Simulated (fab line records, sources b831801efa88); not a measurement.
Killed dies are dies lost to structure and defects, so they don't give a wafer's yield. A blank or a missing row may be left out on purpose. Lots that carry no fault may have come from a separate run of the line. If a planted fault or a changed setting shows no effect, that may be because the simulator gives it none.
Comparing a struck lot with a sound one | flow sky130 | 16 out of 708 route steps
Sound: wafers L885.3, L885.5, L885.6. The struck wafers were L892.3, L892.4, L892.6. The cause comes at the end.
Per side, at each step with rows, come the tool, then ch with its chambers, and then its first start. Under that, the readings that differ: sound wafers | struck wafers | difference of the means | sigmas: that difference in standard deviations of wafers without a fault.
alike: readings whose means differ by less than 2 such deviations, and words and numbers that are the same on both sides. not compared: withheld readings, readings that some wafer has no value for, bounds like >300 that may hide the same value, and numbers for which the record gives no deviation and whose values overlap.
The two part at a step that has a row with sigmas, a row that says differs or no value, or rows on one side only. Numbers that have no deviation but don't overlap get no sigmas and don't part them. Lack of a reading on every wafer of one side parts them only where that side has two or more wafers.

first, 5 steps without rows for these wafers: SKY_POLY_GATE_COAT_08 (resist thk 450 nm); SKY_POLY_GATE_SOFTBAKE_09 (time 90 s); SKY_POLY_GATE_EXPOSE_10 (exposes mask P1M, target cd 150 nm); SKY_POLY_GATE_PEB_11; SKY_POLY_GATE_DEVELOP_12 (develop time 60 s).
SKY_POLY_GATE_CD_MEAS_13: the cd target is 150 nm.
  sound: cdSem-02 at day 18 08:37; struck: cdSem-02 at day 21 00:14
  alike: cdNm
SKY_POLY_GATE_OVL_MEAS_14:
  sound: overlay-01 at day 18 08:43; struck: overlay-02 at day 21 00:19
  alike: POLY_GATE_OVL
SKY_POLY_GATE_ETCH_15: etches BARC in N2/H2, stops on SiO2, time 118.5 s, target depth 110 nm.
  sound on rieDiel-02 ch 0,2,3, day 18 08:44; struck on rieDiel-03 ch 1,2, day 21 00:20
  alike: biasW, drypumpMotorCurrentA, h2FlowSccm, oesProductAu, throttleValvePct
  not compared: rfHoursCounterH
SKY_POLY_GATE_ETCH_16: etches Si3N4 in CH3F/O2, stops on poly-Si, time 147.5 s, target depth 75 nm.
  sound on rieDiel-02 ch 0,2,3, day 18 08:49; struck on rieDiel-03 ch 1,2, day 21 00:26
  alike: biasW, drypumpMotorCurrentA, oesProductAu, throttleValvePct
  not compared: rfHoursCounterH
SKY_POLY_GATE_ETCH_17: etches poly-Si in HBr/Cl2, stops on SiO2, target depth 180 nm, time 70.5 s.
  sound on rieSi-01 ch 0,2,3, day 18 08:55; struck on rieSi-02 ch 0,1,2, day 21 00:32
reading             | sound             | struck            | difference | sigmas
oesProductAu (a.u.) | 0.990 0.989 0.990 | 0.973 0.973 0.981 | -0.014     | -2
  alike: biasW, drypumpMotorCurrentA, throttleValvePct
  not compared: rfHoursCounterH
SKY_POLY_GATE_STRIP_18: strips in O2/N2.
  sound on plasmaAsher-03 ch 0,1, day 18 09:01; struck on plasmaAsher-02 ch 0,1, day 21 00:37
  alike: drypumpMotorCurrentA, oesProductAu, stripTimeToEndpointS
  not compared: rfHoursCounterH
then, 1 step without rows for these wafers: SKY_POLY_GATE_CLEAN_19 (cleans in SC1/SC2, time 150 s).
SKY_POLY_GATE_OXIDATION_20: stabilise 600 s, purge 300 s, target thk 4 nm.
  sound on furnace-02 ch 0, day 18 10:21; struck on furnace-01 ch 0, day 21 00:44
reading                                         | sound             | struck            | difference | sigmas
spikeTcCentreC (C)                              | 847.5 851.0 849.7 | 886.1 886.1 888.5 | +37.5      | +38
spikeTcLowerC (C)                               | 850.1 850.0 849.7 | 845.4 844.4 844.6 | -5.1       | -5
spikeTcUpperC (C)                               | 849.5 851.9 850.3 | 845.8 847.2 848.6 | -3.4       | -3
zonePowerCentrePct (%)                          | 14.8 14.4 14.6    | 33.6 33.8 34.4    | +19.3      | +8
zonePowerLowerPct (%)                           | 14.3 14.6 14.6    | 10.6 10.6 10.8    | -3.8       | -3
zonePowerUpperPct (%)                           | 14.4 14.6 14.5    | 9.4 9.6 9.5       | -5.0       | -12
model.SiO2_of_POLY_GATE_OXIDATION_20.thkNm (nm) | 3.978 3.938 3.938 | 4.413 4.276 4.125 | +0.320     | 
  alike: spikeTcBottomC, tubeCenterTempC
SKY_POLY_GATE_THK_MEAS_21:
  sound: filmMetro-02 at day 18 11:37; struck: filmMetro-02 at day 21 02:14
reading                      | sound          | struck         | difference | sigmas
POLY_GATE_OXIDATION_THK (nm) | 3.99 4.00 3.95 | 4.42 4.27 4.13 | +0.29      | +4
  not compared: hold
SKY_POLY_GATE_CD_MEAS_22:
  sound: cdSem-01 at day 18 11:43; struck: cdSem-01 at day 21 06:32
reading | sound | struck                                                                  | difference                   | sigmas
hold    | - - - | awaitDispo/4.2h/release awaitDispo/4.2h/release awaitDispo/4.2h/release | no value on the sound wafers | 
  alike: cdNm
-- here the record skips 28 days between the struck wafers' starts before and after, leaving off in module POLY_GATE and picking up in module PAD_OPEN (first step shown: number 708 of the route) --
SKY_PAD_OPEN_PROBE_99:
  sound: prober-01 at day 47 06:14; struck: prober-02 at day 49 03:40
reading                      | sound             | struck            | difference | sigmas
model.etest.tipN.rsOhmSq     | 440.4 440.8 441.4 | 447.1 447.3 442.2 | +4.7       | 
model.etest.resPdiff.rsOhmSq | 193.2 194.9 195.5 | 198.7 197.2 196.5 | +2.9       | 
  alike: killed_at_M0_to_M3, killed_at_M4_up, killedAtContacts, killedAtFrontEnd, killedAtOther, killedDies, killedOpen, killedShort
  not compared: model.etest.tipP.rsOhmSq, model.etest.tipSonos.rsOhmSq

== WHERE THEY PART ==
First at SKY_POLY_GATE_ETCH_17; last, within this record, at SKY_POLY_GATE_CD_MEAS_22. Later steps at which nothing parts them and some readings are alike: SKY_PAD_OPEN_PROBE_99.

WHY: what had been put in by the simulator
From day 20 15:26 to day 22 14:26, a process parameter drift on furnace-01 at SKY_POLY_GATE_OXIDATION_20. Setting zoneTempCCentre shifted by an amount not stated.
